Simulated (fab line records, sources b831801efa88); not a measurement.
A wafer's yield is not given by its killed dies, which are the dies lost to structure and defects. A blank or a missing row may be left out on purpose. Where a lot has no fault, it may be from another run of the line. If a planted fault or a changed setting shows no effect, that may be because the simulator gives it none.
A lot that was struck, set against a sound lot -- flow gf180mcu -- 14 steps out of a route of 602
Sound: wafers L345.1, L345.3, L345.4. Struck: wafer L351.4 (L351.2, L351.5, from the same lot, were not struck and are left out); the cause is given at the end.
Per side, at each step with rows, come the tool, then ch with its chambers, and then its first start. Under that, the readings that differ: sound wafers -- struck wafers -- difference of the means -- sigmas: that difference in standard deviations of wafers without a fault.
alike: readings with means less than 2 such deviations apart, plus words and numbers identical on both sides. not compared: withheld readings, readings lacking a value on some wafer, bounds such as >300 that could conceal the same value, and numbers that have no deviation in the record and whose values overlap.
Wherever a step has rows on one side only, a row that says differs or no value, or a row with sigmas, the two part there. Non-overlapping numbers with no deviation appear without sigmas and do not part them. Lack of a reading on every wafer of one side parts them only where that side has two or more wafers.

first, 5 steps without rows for these wafers: GF_V5_COAT_09 (resist thk 1000 nm); GF_V5_SOFTBAKE_10 (time 60 s); GF_V5_EXPOSE_11 (exposes mask Via5, target cd 260 nm); GF_V5_PEB_12 (peb time 90 s); GF_V5_DEVELOP_13 (develop time 60 s).
GF_V5_CD_MEAS_14: the cd target is 260 nm.
  sound on cdSem-02 at day 26 23:29; struck on cdSem-01 at day 29 02:02
  alike: cdNm
GF_V5_OVL_MEAS_15:
  sound on overlay-01 at day 26 23:36; struck on overlay-01 at day 29 02:08
  alike: V5_OVL
GF_V5_ETCH_16: etches BARC in N2/H2.
  sound on rieDiel-03 ch 1,2,3, day 26 23:38; struck on rieDiel-02 ch 1, day 29 02:10
  alike: biasW, drypumpMotorCurrentA, h2FlowSccm, oesProductAu, rfFwdPowerW, throttleValvePct
GF_V5_ETCH_17: etches SiO2 in C4F8/O2/Ar, stops on TiN, target depth 855 nm.
  sound: rieDiel-03 ch 1,2,3; struck: rieDiel-02 ch 1
  alike: biasW, oesProductAu, rfFwdPowerW
GF_V5_STRIP_18: strips in O2/N2.
  sound on plasmaAsher-04 ch 0,1, day 26 23:47; struck on plasmaAsher-03 ch 1, day 29 02:19
  alike: drypumpMotorCurrentA, heaterPowerW, oesProductAu
  not compared: rfHoursCounterH
then, 2 steps without rows for these wafers: GF_V5_STRIP_19 (strips in post etch residue remover, time 1200 s); GF_V5_CLEAN_20 (cleans in DIW).
GF_V5_SPUTTER_21: material Ti, target thk 15 nm, time 80.02 s.
  sound on pvdSputter-04 at day 27 00:21; struck on pvdSputter-04 at day 29 02:52
reading,sound,struck,difference,sigmas
model.Ti_of_V5_SPUTTER_21.thkNm (nm),14.86 15 14.92,13.99,-0.94,
  alike: cathodeDcPowerW, chamberPressurePa, throttleValvePct
GF_V5_SPUTTER_22: material TiN, target thk 10 nm, time 40 s.
  sound on pvdSputter-04 at day 27 00:25; struck on pvdSputter-04 at day 29 02:55
  alike: cathodeDcPowerW, chamberPressurePa, throttleValvePct

## WHERE THEY PART
Nowhere in this record.

WHY: the cause the simulator had injected
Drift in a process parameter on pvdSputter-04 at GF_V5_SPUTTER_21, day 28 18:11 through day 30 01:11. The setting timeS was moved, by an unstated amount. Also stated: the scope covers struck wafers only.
